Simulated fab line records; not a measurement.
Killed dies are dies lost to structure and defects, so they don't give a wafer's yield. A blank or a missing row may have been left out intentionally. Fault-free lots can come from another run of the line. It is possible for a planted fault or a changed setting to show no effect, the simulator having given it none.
Chamber matching    flow sky130    4 sister chambers for SKY_LI_CONTACT_CMP_02 on cmp-01
The step polishes PSG. 4 wafers are shown with their chamber, then 12 later ones without.

WAFERS WITH THEIR CHAMBER
wafer   chamber  motor-current-A (A)
L090.4  0        11.1
L092.3  3        13.5
L092.5  1        13.1
L092.6  2        10.8

WAFERS WITHOUT THEIR CHAMBER
wafer   motor-current-A (A)
L093.1  11.5
L093.2  10.8
L093.4  13.4
L095.2  13.3
L095.3  11.3
L095.5  11.6
L096.1  11.1
L096.2  11.5
L096.4  12.6
L097.1  11.7
L097.4  13.5
L097.5  11.5

CHAMBER TAKEN BY EACH
wafer   from the rows above      in truth
L093.1  can't be placed: 0 or 2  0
L093.2  can't be placed: 2 or 0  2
L093.4  can't be placed: 3 or 1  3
L095.2  can't be placed: 3 or 1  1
L095.3  can't be placed: 0 or 2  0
L095.5  can't be placed: 0 or 2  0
L096.1  can't be placed: 0 or 2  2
L096.2  can't be placed: 0 or 2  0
L096.4  can't be placed: 1 or 3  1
L097.1  can't be placed: 0 or 2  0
L097.4  can't be placed: 3 or 1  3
L097.5  can't be placed: 0 or 2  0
Placed correctly: 0 of 12. These rows do not allow placing 12 (true chamber among the candidates in 12). Wrongly placed: 0.
How it was worked out, from the rows above alone: a wafer's distance from a chamber is the root of the sum, over the readings, of the square of ((its reading less the chamber's mean) divided by the reading's scatter). If the next closest chamber is less than 2 further off than the closest, the wafer can't be placed; otherwise it belongs to the closest. Each chamber's mean is taken over the wafers shown for it. The scatter (one wafer shown for each chamber): square how far every hidden wafer sits from the nearest shown wafer, average those squares and take the square root.
